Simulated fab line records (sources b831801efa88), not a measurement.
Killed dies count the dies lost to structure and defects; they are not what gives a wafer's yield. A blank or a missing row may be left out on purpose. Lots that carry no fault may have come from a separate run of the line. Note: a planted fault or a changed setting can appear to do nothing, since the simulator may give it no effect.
fab line records	flow sky130
record: lots: 24	wafers: 72	lastDay: 50
route steps=708 shown POLY_GATE@229 LOCAL_INTERCONNECT@400 METAL4@599 PASSIVATION@681
lots that met no fault: taken from a fault-free run of the same line
startH: start of the lot's first displayed wafer, in hours after the record's first day	waitH: hours since the lot's step before	" unchanged from the row above	L1.1+2: one row covering several wafers at once	- value missing, or start not given	* or withheld: withheld	< > ~ a bound
route shown NAME@n: names a module that has steps shown in the file, with the first one's number in the route	usual: mean and standard deviation over wafers with no fault	same: alike in all rows	chamber/n: place in a boat	sites: readings site by site	_std_site: standard deviation of those values	_edge_site: outer sites' mean less inner sites'	radiusMm: how far each site lies from the wafer's centre	mask NAME#n: copy n	behind: tool/chamber where the wafer was last shaped	hold: the reason the lot was held/the length of the hold in hours/how it ended	device: which transistor (n, p or np) failed to switch	end of line: the route-end tests of the same wafers	for a step that has no rows: nothing shown but its recipe	killed: the dies lost at the first sort to structure and to defects; this is not the yield of the wafer	map: the dies of a wafer, with x for killed, . for not killed, _ for no die there
set.NAME: the setting that was run; set.NAME@STEP: the one run at that earlier step	model.NAME: the simulator's own value behind a step, which no gauge read
one table for each step of the route and one row for each wafer, over a sample of lots
services: when a tool's chamber went out of use (startH, in hours from the record's first day, below 0 if earlier), for how many hours, and the reason
== steps ==
step: SKY_POLY_GATE_ETCH_15
recipe: chemistry: N2/H2	target: BARC	ionEnergyEv: 200	sourceW: 500	biasW: 100	pressureMtorr: 30	n2FlowSccm: 100	h2FlowSccm: 200	stopOn: SiO2	timeS: 118.5	targetDepthA: 1100
usual: biasW: 100.03/0.29	drypumpMotorCurrentA: 5.8/0.46	oesProductAu: 0.716/0.0044	throttleValvePct: 13.214/0.0094
lot.wafer	tool	chamber	startH	waitH	biasW	drypumpMotorCurrentA	oesProductAu	rfHoursCounterH	throttleValvePct
L074.2	rieDiel-01	0	374.80	0.0	100.40	6.1	0.717	0	13.216
L074.3	"	3	"	"	99.49	5.0	0.718	72	13.208
L074.6	"	2	"	"	100.24	5.8	0.715	-	13.211
L075.1	rieDiel-04	1	385.11	0.0	100.12	6.1	0.715	104	13.215
L075.3	"	3	"	"	100.18	5.5	0.712	71	13.226
L075.6	"	1	"	"	100.48	6.1	0.712	-	13.191
L076.1	rieDiel-03	3	392.53	0.0	100.11	5.3	0.716	9	13.218
L076.2	"	1	"	"	100.32	6.6	0.721	8	13.202
L076.4	"	0	"	"	100.11	5.7	0.713	28	13.228
L077.2	rieDiel-04	3	405.51	0.0	99.78	5.6	0.726	71	13.208
L077.3	"	0	"	"	100.04	5.3	0.715	104	13.209
L077.6	"	2	"	"	99.91	5.7	0.728	-	13.206
L078.2	rieDiel-04	1	411.21	0.0	100.15	6.1	0.708	104	13.216
L078.3	"	0	"	"	100.00	5.3	0.711	105	13.207
L078.6	"	3	"	"	99.95	5.5	0.713	-	13.201
L079.1	rieDiel-04	2	423.43	0.0	99.00	5.6	0.714	2	13.204
L079.3	"	3	"	"	99.76	5.5	0.711	71	13.211
L079.4	"	1	"	"	100.53	6.1	0.713	104	13.212
L080.1	rieDiel-01	2	437.80	0.0	100.13	5.8	0.713	4	13.206
L080.4	"	2	"	"	99.96	5.8	0.723	-	13.206
L080.5	"	0	"	"	99.80	6.1	0.724	-	13.203
L081.1	rieDiel-03	2	447.15	0.0	99.68	6.2	0.722	4	13.222
L081.2	"	3	"	"	99.83	5.3	0.721	10	13.226
L081.3	"	0	"	"	100.16	5.7	0.718	30	13.221
L082.1	rieDiel-04	3	469.97	0.0	99.50	5.5	0.718	72	13.217
L082.2	"	0	"	"	100.01	5.3	0.712	0	13.202
L082.3	"	2	"	"	100.39	5.6	0.706	2	13.210
L083.1	rieDiel-03	3	477.35	0.0	100.02	5.3	0.708	11	13.229
L083.3	"	0	"	"	100.02	5.7	0.720	30	13.219
L083.6	"	1	"	"	100.05	6.7	0.723	-	13.203
L084.2	rieDiel-01	0	483.25	0.0	100.18	6.0	0.719	2	13.228
L084.4	"	1	"	"	100.16	6.2	0.711	6	13.234
L084.6	"	2	"	"	100.35	5.8	0.714	-	13.214
L086.1	rieDiel-03	3	486.15	0.0	100.20	5.2	0.718	11	13.209
L086.3	"	2	"	"	99.99	6.1	0.717	5	13.207
L086.6	"	1	"	"	99.76	6.6	0.717	-	13.208
L085.3	rieDiel-03	0	489.90	0.0	99.84	5.7	0.728	30	13.219
L085.4	"	1	"	"	99.60	6.7	0.716	10	13.212
L085.6	"	2	"	"	100.07	6.2	0.713	-	13.220
L087.2	rieDiel-01	0	500.97	0.0	100.34	6.1	0.720	3	13.212
L087.4	"	1	"	"	100.00	6.2	0.725	6	13.236
L087.5	"	2	"	"	100.18	5.8	0.712	-	13.208
L088.1	rieDiel-03	3	507.15	0.0	100.28	5.3	0.708	11	13.218
L088.3	"	2	"	"	99.72	6.1	0.716	6	13.198
L088.6	"	0	"	"	99.74	5.7	0.718	-	13.206
L089.1	rieDiel-03	0	515.20	0.0	99.50	5.7	0.710	31	13.219
L089.2	"	3	"	"	99.98	5.2	0.718	12	13.213
L089.3	"	1	"	"	99.59	6.6	0.709	10	13.212
L090.2	rieDiel-01	2	516.50	0.0	99.43	5.8	0.709	6	13.214
L090.4	"	3	"	"	100.58	5.1	0.715	74	13.211
L090.6	"	2	"	"	99.59	5.8	0.722	-	13.210
L091.1	rieDiel-04	0	529.50	0.0	99.85	5.3	0.710	1	13.206
L091.3	"	1	"	"	99.74	6.1	0.714	1	13.209
L091.5	"	3	"	"	99.96	5.5	0.719	-	13.219
L092.1	rieDiel-03	3	538.60	0.0	99.95	5.3	0.714	12	13.228
L092.2	"	2	"	"	99.98	6.2	0.722	6	13.217
L092.6	"	0	"	"	99.92	5.8	0.715	-	13.204
L093.4	rieDiel-01	3	543.55	0.0	99.89	5.0	0.721	74	13.205
L093.5	"	1	"	"	99.82	6.2	0.719	-	13.214
L093.6	"	2	"	"	100.01	5.8	0.709	-	13.217
L095.1	rieDiel-03	0	567.30	0.0	100.40	5.8	0.723	32	13.206
L095.3	"	3	"	"	100.11	5.3	0.714	13	13.211
L095.6	"	1	"	"	99.59	6.6	0.714	-	13.213
L094.3	rieDiel-04	1	568.95	0.0	100.20	6.1	0.722	2	13.206
L094.4	"	0	"	"	100.27	5.3	0.711	2	13.213
L094.5	"	1	"	"	100.40	6.1	0.711	-	13.228
L096.4	rieDiel-01	1	570.10	0.0	100.20	6.2	0.714	7	13.227
L096.5	"	0	"	"	99.84	6.0	0.710	-	13.216
L096.6	"	1	"	"	99.76	6.2	0.719	-	13.217
L097.1	rieDiel-03	1	575.60	0.0	99.93	6.6	0.710	12	13.218
L097.4	"	3	"	"	100.28	5.2	0.711	13	13.206
L097.5	"	0	"	"	100.35	5.7	0.711	-	13.234
step: SKY_LOCAL_INTERCONNECT_ETCH_13
recipe: chemistry: N2/H2	target: BARC	ionEnergyEv: 200	biasW: 100	pressureMtorr: 30	n2FlowSccm: 100	h2FlowSccm: 200	icpW: 500	stopOn: SiO2	timeS: 45.9	targetDepthA: 600
usual: biasW: 99.97/0.29	drypumpMotorCurrentA: 5.9/0.33	oesProductAu: 0.854/0.0045	throttleValvePct: 13.224/0.0093
lot.wafer	tool	chamber	startH	waitH	biasW	drypumpMotorCurrentA	oesProductAu	rfHoursCounterH	throttleValvePct
L074.2	rieMetal-04	1	714.13	0.0	99.81	6.5	0.851	11	13.226
L074.3	"	1	"	"	99.95	6.5	0.852	-	13.225
L074.6	"	1	"	"	99.98	6.6	0.859	-	13.225
L075.1	rieMetal-02	0	724.95	0.0	99.72	6.1	0.857	13	13.223
L075.3	"	1	"	"	99.06	5.7	0.852	-	13.230
L075.6	"	0	"	"	99.53	6.1	0.855	-	13.231
L076.1	rieMetal-04	0	731.63	0.0	100.14	5.6	0.861	1	13.217
L076.2	"	1	"	"	99.90	6.6	0.854	12	13.220
L076.4	"	1	"	"	100.26	6.6	0.856	-	13.205
L077.2	rieMetal-04	1	749.55	0.0	99.85	6.6	0.856	12	13.226
L077.3	"	1	"	"	100.55	6.6	0.859	-	13.230
L077.6	"	0	"	"	100.13	5.6	0.847	-	13.215
L078.2	rieMetal-02	1	749.90	0.0	99.88	5.8	0.857	12	13.220
L078.3	"	1	"	"	100.27	5.8	0.851	-	13.220
L078.6	"	1	"	"	100.28	5.7	0.856	-	13.215
L079.1	rieMetal-03	1	761.85	0.0	100.07	5.7	0.858	11	13.222
L079.3	"	1	"	"	100.41	5.7	0.858	-	13.221
L079.4	"	0	"	"	100.56	6.0	0.861	-	13.216
L080.1	rieMetal-04	0	775.02	0.0	100.00	5.6	0.849	2	13.218
L080.4	"	1	"	"	99.96	6.6	0.862	-	13.216
L080.5	"	1	"	"	100.18	6.6	0.858	-	13.232
L081.1	rieMetal-03	0	780.73	0.0	99.58	6.0	0.858	13	13.211
L081.2	"	1	"	"	100.00	5.7	0.865	12	13.231
L081.3	"	1	"	"	100.06	5.7	0.853	-	13.227
L082.1	rieMetal-04	0	801.80	0.0	99.85	5.6	0.855	3	13.233
L082.2	"	1	"	"	100.51	6.6	0.865	14	13.219
L082.3	"	0	"	"	99.70	5.6	0.858	-	13.214
L083.1	rieMetal-04	0	806.47	0.0	100.07	5.6	0.846	3	13.227
L083.3	"	0	"	"	99.90	5.6	0.853	-	13.223
L083.6	"	1	"	"	99.75	6.6	0.848	-	13.233
L084.2	rieMetal-03	0	810.18	0.0	99.93	6.0	0.853	14	13.236
L084.4	"	1	"	"	100.57	5.7	0.855	-	13.250
L084.6	"	0	"	"	100.00	6.0	0.857	-	13.230
L086.1	rieMetal-04	0	814.55	0.0	99.74	5.6	0.847	4	13.247
L086.3	"	0	"	"	100.10	5.6	0.856	-	13.239
L086.6	"	0	"	"	100.12	5.6	0.851	-	13.237
L085.3	rieMetal-02	1	816.05	0.0	99.75	5.7	0.857	-	13.225
L085.4	"	0	"	"	99.67	6.1	0.849	-	13.231
L085.6	"	1	"	"	100.05	5.7	0.855	-	13.234
L087.2	rieMetal-02	1	827.30	0.0	99.86	5.7	0.851	-	13.186
L087.4	"	1	"	"	99.85	5.7	0.844	-	13.211
L087.5	"	1	"	"	99.86	5.7	0.848	-	13.220
L088.1	rieMetal-03	1	829.82	0.0	99.58	5.7	0.857	13	13.224
L088.3	"	1	"	"	99.69	5.7	0.856	-	13.217
L088.6	"	0	"	"	99.83	6.0	0.842	-	13.236
L089.1	rieMetal-03	1	840.43	0.0	100.33	5.7	0.859	14	13.216
L089.2	"	0	"	"	100.10	6.0	0.852	15	13.225
L089.3	"	1	"	"	100.58	5.7	0.850	-	13.220
L090.2	rieMetal-03	0	841.71	0.0	100.05	6.0	0.854	15	13.233
L090.4	"	0	"	"	100.08	6.0	0.854	-	13.210
L090.6	"	1	"	"	100.07	5.7	0.849	-	13.240
L091.1	rieMetal-03	0	850.88	0.0	99.69	6.0	0.849	16	13.222
L091.3	"	1	"	"	99.85	5.7	0.854	-	13.226
L091.5	"	0	"	"	99.75	6.0	0.857	-	13.229
L092.1	rieMetal-04	0	856.11	0.0	99.96	5.6	0.851	5	13.212
L092.2	"	0	"	"	99.94	5.6	0.861	-	13.216
L092.6	"	0	"	"	100.04	5.6	0.848	-	13.223
L093.4	rieMetal-02	1	862.75	0.0	99.83	5.7	0.853	-	13.230
L093.5	"	1	"	"	99.37	5.7	0.851	-	13.219
L093.6	"	0	"	"	99.76	6.1	0.854	-	13.220
L095.1	rieMetal-03	1	881.86	0.0	100.02	5.7	0.853	16	13.203
L095.3	"	1	"	"	99.90	5.7	0.854	-	13.223
L095.6	"	0	"	"	100.23	6.0	0.864	-	13.223
L094.3	rieMetal-03	1	886.72	0.1	100.07	5.7	0.848	-	13.231
L094.4	"	1	"	"	99.92	5.7	0.850	-	13.228
L094.5	"	1	"	"	100.07	5.7	0.853	-	13.219
L096.4	rieMetal-04	1	890.19	0.0	100.45	6.6	0.856	-	13.218
L096.5	"	0	"	"	99.82	5.6	0.853	-	13.232
L096.6	"	1	"	"	100.20	6.5	0.859	-	13.235
L097.1	rieMetal-02	0	890.43	0.0	100.03	6.1	0.853	4	13.209
L097.4	"	0	"	"	99.75	6.1	0.850	-	13.215
L097.5	"	0	"	"	99.77	6.1	0.859	-	13.219
step: SKY_METAL4_SPUTTER_01
recipe: material: TiN	targetThkNm: 20	powerW: 6500	timeS: 16.7	chamberPressurePa: 0.4
usual: throttleValvePct: 29.6/1.1
lot.wafer	tool	chamber	startH	waitH	throttleValvePct
L074.2	pvdSputter-03	-	939.60	0.0	30.7
L074.3	"	-	"	"	26.6
L074.6	"	-	"	"	30.0
L075.1	pvdSputter-01	-	949.42	0.0	28.9
L075.3	"	-	"	"	30.6
L075.6	"	-	"	"	29.6
L076.1	pvdSputter-04	-	956.77	0.0	29.2
L076.2	"	-	"	"	30.8
L076.4	"	-	"	"	29.7
L077.2	pvdSputter-03	-	970.67	0.0	26.3
L077.3	"	-	"	"	29.3
L077.6	"	-	"	"	30.1
L078.2	pvdSputter-03	-	973.50	0.0	29.4
L078.3	"	-	"	"	30.1
L078.6	"	-	"	"	30.2
L079.1	pvdSputter-03	-	983.09	0.0	29.5
L079.3	"	-	"	"	26.6
L079.4	"	-	"	"	30.6
L080.1	pvdSputter-04	-	994.20	0.0	28.9
L080.4	"	-	"	"	29.0
L080.5	"	-	"	"	30.8
L081.1	pvdSputter-04	-	998.61	0.0	29.5
L081.2	"	-	"	"	28.8
L081.3	"	-	"	"	30.4
L082.1	pvdSputter-03	-	1017.95	0.0	26.6
L082.2	"	-	"	"	30.7
L082.3	"	-	"	"	30.2
L083.1	pvdSputter-01	-	1022.79	0.0	29.5
L083.3	"	-	"	"	30.0
L083.6	"	-	"	"	29.3
L084.2	pvdSputter-04	-	1024.09	0.0	29.3
L084.4	"	-	"	"	29.5
L084.6	"	-	"	"	29.0
L085.3	pvdSputter-01	-	1029.97	0.0	28.8
L085.4	"	-	"	"	29.6
L085.6	"	-	"	"	29.6
L086.1	pvdSputter-04	-	1030.11	0.0	30.8
L086.3	"	-	"	"	29.2
L086.6	"	-	"	"	30.8
L087.2	pvdSputter-04	-	1037.51	0.0	29.6
L087.4	"	-	"	"	30.3
L087.5	"	-	"	"	29.4
L088.1	pvdSputter-03	-	1039.64	0.0	26.6
L088.3	"	-	"	"	30.3
L088.6	"	-	"	"	30.0
L089.1	pvdSputter-03	-	1052.31	0.0	30.0
L089.2	"	-	"	"	26.6
L089.3	"	-	"	"	30.6
L090.2	pvdSputter-01	-	1052.81	0.0	29.5
L090.4	"	-	"	"	30.5
L090.6	"	-	"	"	30.7
L091.1	pvdSputter-01	-	1059.92	0.0	29.1
L091.3	"	-	"	"	29.4
L091.5	"	-	"	"	29.1
L092.1	pvdSputter-03	-	1062.13	0.0	30.7
L092.2	"	-	"	"	26.5
L092.6	"	-	"	"	30.7
L093.4	pvdSputter-03	-	1069.24	0.0	29.2
L093.5	"	-	"	"	26.5
L093.6	"	-	"	"	29.4
L095.1	pvdSputter-04	-	1084.30	0.0	28.9
L095.3	"	-	"	"	29.3
L095.6	"	-	"	"	30.7
L094.3	pvdSputter-01	-	1088.81	0.0	30.5
L094.4	"	-	"	"	29.5
L094.5	"	-	"	"	29.0
L096.4	pvdSputter-04	-	1091.26	0.0	28.8
L096.5	"	-	"	"	30.3
L096.6	"	-	"	"	28.8
L097.1	pvdSputter-01	-	1092.69	0.0	30.4
L097.4	"	-	"	"	28.9
L097.5	"	-	"	"	29.4
step: SKY_METAL4_SPUTTER_04
recipe: material: TiN	targetThkNm: 70	powerW: 6500	timeS: 58.3	chamberPressurePa: 0.4
usual: throttleValvePct: 29.6/1.1
lot.wafer	tool	chamber	startH	waitH	throttleValvePct
L074.2	pvdSputter-03	-	939.69	0.0	30.6
L074.3	"	-	"	"	26.5
L074.6	"	-	"	"	29.9
L075.1	pvdSputter-01	-	949.50	0.0	28.9
L075.3	"	-	"	"	30.5
L075.6	"	-	"	"	29.7
L076.1	pvdSputter-04	-	956.85	0.0	29.0
L076.2	"	-	"	"	30.7
L076.4	"	-	"	"	29.3
L077.2	pvdSputter-03	-	970.76	0.0	26.3
L077.3	"	-	"	"	29.3
L077.6	"	-	"	"	30.0
L078.2	pvdSputter-03	-	973.59	0.0	29.0
L078.3	"	-	"	"	30.1
L078.6	"	-	"	"	30.0
L079.1	pvdSputter-03	-	983.18	0.0	29.2
L079.3	"	-	"	"	26.4
L079.4	"	-	"	"	30.7
L080.1	pvdSputter-04	-	994.28	0.0	28.8
L080.4	"	-	"	"	28.9
L080.5	"	-	"	"	30.3
L081.1	pvdSputter-04	-	998.70	0.0	29.6
L081.2	"	-	"	"	28.9
L081.3	"	-	"	"	30.6
L082.1	pvdSputter-03	-	1018.04	0.0	26.7
L082.2	"	-	"	"	30.6
L082.3	"	-	"	"	30.0
L083.1	pvdSputter-01	-	1022.87	0.0	29.7
L083.3	"	-	"	"	30.6
L083.6	"	-	"	"	29.1
L084.2	pvdSputter-04	-	1024.17	0.0	29.4
L084.4	"	-	"	"	29.6
L084.6	"	-	"	"	28.8
L085.3	pvdSputter-01	-	1030.05	0.0	29.0
L085.4	"	-	"	"	29.5
L085.6	"	-	"	"	29.3
L086.1	pvdSputter-04	-	1030.20	0.0	30.8
L086.3	"	-	"	"	29.6
L086.6	"	-	"	"	30.9
L087.2	pvdSputter-04	-	1037.59	0.0	29.5
L087.4	"	-	"	"	30.6
L087.5	"	-	"	"	29.7
L088.1	pvdSputter-03	-	1039.72	0.0	26.6
L088.3	"	-	"	"	30.1
L088.6	"	-	"	"	30.0
L089.1	pvdSputter-03	-	1052.39	0.0	30.5
L089.2	"	-	"	"	26.8
L089.3	"	-	"	"	30.5
L090.2	pvdSputter-01	-	1052.89	0.0	29.7
L090.4	"	-	"	"	30.4
L090.6	"	-	"	"	30.5
L091.1	pvdSputter-01	-	1060.00	0.0	29.3
L091.3	"	-	"	"	29.6
L091.5	"	-	"	"	28.9
L092.1	pvdSputter-03	-	1062.21	0.0	30.6
L092.2	"	-	"	"	26.5
L092.6	"	-	"	"	30.6
L093.4	pvdSputter-03	-	1069.32	0.0	29.5
L093.5	"	-	"	"	27.0
L093.6	"	-	"	"	28.9
L095.1	pvdSputter-04	-	1084.38	0.0	29.2
L095.3	"	-	"	"	29.5
L095.6	"	-	"	"	30.6
L094.3	pvdSputter-01	-	1088.89	0.0	30.3
L094.4	"	-	"	"	29.4
L094.5	"	-	"	"	29.2
L096.4	pvdSputter-04	-	1091.35	0.0	29.0
L096.5	"	-	"	"	30.0
L096.6	"	-	"	"	29.0
L097.1	pvdSputter-01	-	1092.77	0.0	30.7
L097.4	"	-	"	"	29.1
L097.5	"	-	"	"	29.4
step: SKY_METAL4_ETCH_17
recipe: target: SiO2	stopOn: TiN	chemistry: C4F8/O2/Ar	sourceW: 1500	biasW: 1200	pressureMtorr: 40	c4f8FlowSccm: withheld	O2_flow_sccm: 6	Ar_flow_sccm: 300	timeS: 3.9	targetDepthA: 150
usual: biasW: 1200/3.2	oesProductAu: 0.752/0.0077
lot.wafer	tool	chamber	startH	waitH	biasW	oesProductAu	rfHoursCounterH
L074.2	rieDiel-01	3	990.36	0.1	1194	0.750	11
L074.3	"	2	"	"	1204	0.742	18
L074.6	"	1	"	"	1202	0.758	-
L075.1	rieDiel-02	3	998.36	0.1	1195	0.754	5
L075.3	"	1	"	"	1202	0.752	21
L075.6	"	0	"	"	1203	0.756	-
L076.1	rieDiel-01	0	1005.23	0.1	1208	0.750	16
L076.2	"	1	"	"	1195	0.751	19
L076.4	"	3	"	"	1195	0.753	11
L077.2	rieDiel-02	2	1019.48	0.1	1204	0.753	11
L077.3	"	3	"	"	1198	0.760	5
L077.6	"	0	"	"	1201	0.766	-
L078.2	rieDiel-02	0	1021.81	0.1	1207	0.754	9
L078.3	"	1	"	"	1198	0.749	22
L078.6	"	2	"	"	1196	0.757	-
L079.1	rieDiel-01	1	1031.43	0.1	1192	0.750	20
L079.3	"	0	"	"	1199	0.745	17
L079.4	"	2	"	"	1201	0.749	19
L080.1	rieDiel-02	1	1039.76	0.1	1196	0.743	22
L080.4	"	2	"	"	1200	0.745	12
L080.5	"	2	"	"	1198	0.767	-
L081.1	rieDiel-03	2	1045.81	0.1	1200	0.757	19
L081.2	"	3	"	"	1197	0.735	27
L081.3	"	0	"	"	1202	0.743	7
L082.1	rieDiel-02	3	1062.81	0.1	1201	0.732	7
L082.2	"	2	"	"	1199	0.763	13
L082.3	"	0	"	"	1201	0.740	10
L083.1	rieDiel-01	0	1068.78	0.1	1198	0.751	17
L083.3	"	3	"	"	1196	0.749	12
L083.6	"	3	"	"	1195	0.756	-
L084.2	rieDiel-03	3	1069.43	0.1	1204	0.744	28
L084.4	"	2	"	"	1205	0.766	20
L084.6	"	2	"	"	1201	0.752	-
L085.3	rieDiel-03	3	1075.10	0.0	1203	0.750	28
L085.4	"	0	"	"	1195	0.759	8
L085.6	"	0	"	"	1196	0.751	-
L086.1	rieDiel-02	2	1075.71	0.1	1208	0.737	13
L086.3	"	0	"	"	1198	0.759	11
L086.6	"	1	"	"	1195	0.746	-
L087.2	rieDiel-01	1	1082.88	0.2	1201	0.749	21
L087.4	"	0	"	"	1195	0.739	17
L087.5	"	0	"	"	1199	0.758	-
L088.1	rieDiel-02	0	1084.72	0.2	1200	0.749	11
L088.3	"	2	"	"	1198	0.741	13
L088.6	"	1	"	"	1204	0.751	-
L089.1	rieDiel-02	3	1095.71	0.1	1204	0.747	8
L089.2	"	0	"	"	1205	0.739	11
L089.3	"	1	"	"	1201	0.752	24
L090.2	rieDiel-01	0	1097.01	0.1	1199	0.739	18
L090.4	"	3	"	"	1201	0.763	13
L090.6	"	1	"	"	1202	0.746	-
L091.1	rieDiel-03	1	1103.03	0.1	1199	0.752	26
L091.3	"	2	"	"	1204	0.757	21
L091.5	"	1	"	"	1200	0.762	-
L092.1	rieDiel-02	0	1105.34	0.2	1201	0.751	11
L092.2	"	1	"	"	1201	0.756	24
L092.6	"	2	"	"	1201	0.766	-
L093.4	rieDiel-01	0	1112.33	0.0	1204	0.758	19
L093.5	"	0	"	"	1204	0.758	-
L093.6	"	3	"	"	1201	0.761	-
L095.1	rieDiel-03	0	1126.58	0.1	1196	0.742	9
L095.3	"	2	"	"	1203	0.747	22
L095.6	"	0	"	"	1197	0.758	-
L094.3	rieDiel-03	2	1130.23	0.0	1204	0.746	22
L094.4	"	0	"	"	1202	0.759	10
L094.5	"	0	"	"	1197	0.748	-
L096.4	rieDiel-01	3	1132.51	0.0	1201	0.758	14
L096.5	"	2	"	"	1205	0.765	-
L096.6	"	3	"	"	1202	0.760	-
L097.1	rieDiel-02	2	1133.36	0.1	1204	0.763	15
L097.4	"	3	"	"	1201	0.751	9
L097.5	"	1	"	"	1197	0.764	-
step: SKY_PASSIVATION_CVD_00
recipe: material: SiO2	targetThkNm: 90	tempC: 400	timeS: withheld	rfW: 600
usual: heaterPowerW: 675/99
lot.wafer	tool	chamber	startH	waitH	heaterPowerW
L074.2	pecvd-01	1	1039.82	0.0	568
L074.3	"	0	"	"	658
L074.6	"	0	"	"	641
L075.1	pecvd-01	2	1047.78	0.0	741
L075.3	"	1	"	"	560
L075.6	"	0	"	"	533
L076.1	pecvd-04	1	1054.95	0.0	692
L076.2	"	2	"	"	565
L076.4	"	2	"	"	586
L077.2	pecvd-02	1	1068.78	0.0	652
L077.3	"	2	"	"	702
L077.6	"	1	"	"	648
L078.2	pecvd-02	1	1069.18	0.0	670
L078.3	"	0	"	"	815
L078.6	"	0	"	"	801
L079.1	pecvd-04	0	1079.73	0.0	685
L079.3	"	0	"	"	683
L079.4	"	1	"	"	616
L080.1	pecvd-01	1	1086.53	0.0	499
L080.4	"	0	"	"	596
L080.5	"	1	"	"	523
L081.1	pecvd-01	0	1092.85	0.0	624
L081.2	"	2	"	"	771
L081.3	"	1	"	"	480
L082.1	pecvd-01	2	1109.38	0.0	783
L082.2	"	0	"	"	581
L082.3	"	1	"	"	584
L083.1	pecvd-04	0	1114.89	0.0	824
L083.3	"	2	"	"	624
L083.6	"	1	"	"	708
L084.2	pecvd-04	1	1115.69	0.0	656
L084.4	"	1	"	"	654
L084.6	"	0	"	"	701
L085.3	pecvd-02	0	1118.88	0.0	865
L085.4	"	1	"	"	724
L085.6	"	0	"	"	855
L086.1	pecvd-02	1	1120.36	0.0	597
L086.3	"	2	"	"	621
L086.6	"	1	"	"	586
L087.2	pecvd-02	1	1127.14	0.0	707
L087.4	"	1	"	"	719
L087.5	"	0	"	"	846
L088.1	pecvd-04	0	1129.39	0.0	779
L088.3	"	2	"	"	731
L088.6	"	1	"	"	601
L089.1	pecvd-04	2	1139.19	0.0	691
L089.2	"	0	"	"	847
L089.3	"	1	"	"	571
L090.2	pecvd-01	2	1140.46	0.0	734
L090.4	"	1	"	"	536
L090.6	"	2	"	"	768
L091.1	pecvd-02	1	1146.36	0.0	677
L091.3	"	0	"	"	859
L091.5	"	1	"	"	680
L092.1	pecvd-04	1	1149.39	0.0	675
L092.2	"	2	"	"	628
L092.6	"	2	"	"	670
L093.4	pecvd-04	0	1155.56	0.0	855
L093.5	"	2	"	"	578
L093.6	"	1	"	"	652
L095.1	pecvd-01	1	1168.13	0.0	491
L095.3	"	2	"	"	785
L095.6	"	2	"	"	773
L094.3	pecvd-02	0	1171.73	0.0	709
L094.4	"	1	"	"	577
L094.5	"	2	"	"	752
L096.4	pecvd-01	1	1173.19	0.0	591
L096.5	"	0	"	"	568
L096.6	"	2	"	"	756
L097.1	pecvd-01	2	1174.07	0.0	787
L097.4	"	2	"	"	812
L097.5	"	0	"	"	531
== services ==
tool	chamber	startH	hours	kind
pvdSputter-03	-	360.83	1.7	repair
rieDiel-03	-	370.10	15.6	pm
pvdSputter-03	-	412.98	4.0	repair
pvdSputter-03	-	429.34	1.7	repair
pvdSputter-03	-	446.52	4.2	repair
pvdSputter-03	-	452.64	4.3	repair
rieDiel-03	1	535.73	5.6	repair
rieDiel-03	3	554.60	1.8	repair
rieDiel-03	1	558.07	2.2	repair
rieDiel-03	2	562.84	9.5	repair
pvdSputter-03	-	637.68	1.1	repair
pvdSputter-03	-	640.51	95.9	repair
rieDiel-03	1	673.87	18.9	repair
rieDiel-03	2	681.03	22.9	repair
pvdSputter-04	-	711.30	1.0	repair
rieDiel-03	1	729.34	15.0	repair
rieDiel-03	-	770.23	0.6	repair
rieDiel-03	2	778.72	9.5	repair
rieDiel-03	0	791.14	3.5	repair
pvdSputter-04	-	797.39	6.3	repair
rieDiel-03	2	835.33	6.9	repair
pvdSputter-03	-	931.24	2.2	repair
pvdSputter-03	-	937.18	2.4	repair
pvdSputter-03	-	1030.45	2.2	repair
== key ==
fault none
